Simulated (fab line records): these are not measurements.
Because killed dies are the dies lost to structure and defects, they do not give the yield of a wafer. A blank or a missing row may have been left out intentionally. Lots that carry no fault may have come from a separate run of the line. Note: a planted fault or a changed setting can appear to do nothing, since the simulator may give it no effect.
One fault through the eyes of 2 desks ; flow sky130 ; only its own numbers are on each desk; what lay behind them is given at the end

## FOR THE TOOL OWNER'S DESK: litho-track-04
The tool's own readings at SKY_PAD_OPEN_COAT_02 (resist thk 3000 nm): means of the sampled wafers that have a number, for each lot that ran on this tool. The brackets show how far a lot's mean lies from the usual mean; more than 4 standard deviations puts the lot out of limits, marked OUT.
Columns: A = spin-speed-rpm at SKY_PAD_OPEN_COAT_02, usual 1999.8 rpm
lot;first seen here;A
L245;day 45 12:50;2001.0
L246;day 45 19:52;1998.5
L248;day 46 10:07;2000.9
L253;day 47 08:37;2045.0 (+30) OUT
L258;day 48 09:29;2046.1 (+31) OUT
This desk's verdict: out of limits on L253, L258, starting with L253 at day 47 08:37 (spin-speed-rpm at SKY_PAD_OPEN_COAT_02). Within limits: L245, L246, L248.

## METROLOGY DESK
What the gauges read for every lot (on any tool): the sampled wafers with a number, averaged. The brackets show how far a lot's mean lies from the usual mean; more than 4 standard deviations puts the lot out of limits, marked OUT.
Columns: A = CAPM_OVL at SKY_CAPM_OVL_MEAS_12, usual -0.4 nm
lot;first seen here;A
L245;day 37 18:41;-0.2
L246;day 38 04:43;1.3
L248;day 38 23:04;-1.1
L249;day 39 00:02;-1.0
L253;day 40 00:11;0.2
L258;day 41 08:14;-0.2
L259;day 42 00:58;-1.0
L261;day 42 16:13;-0.7
L262;day 42 21:28;-0.2
L264;day 43 01:07;-0.1
L266;day 43 22:53;-0.0
This desk found nothing out of limits on any of the 11 lots.

## TAKEN TOGETHER
The tool owner's desk could have raised an alarm at day 47 08:37, on L253, L258.
At the metrology desk, nothing out of limits was observed.
The metrology desk has L253, L258 on record, within its limits.
SKY_PAD_OPEN_COAT_02 was run on litho-track-04 by each of the lots named.

## WHAT THE SIMULATOR HAD INSERTED
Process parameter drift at SKY_PAD_OPEN_COAT_02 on litho-track-04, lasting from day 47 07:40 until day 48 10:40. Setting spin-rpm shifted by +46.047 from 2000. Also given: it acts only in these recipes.
Shown lots that were struck: L253, L258.
Each desk's first reading out of limits, in hours after the fault started: the tool owner's desk, 1.
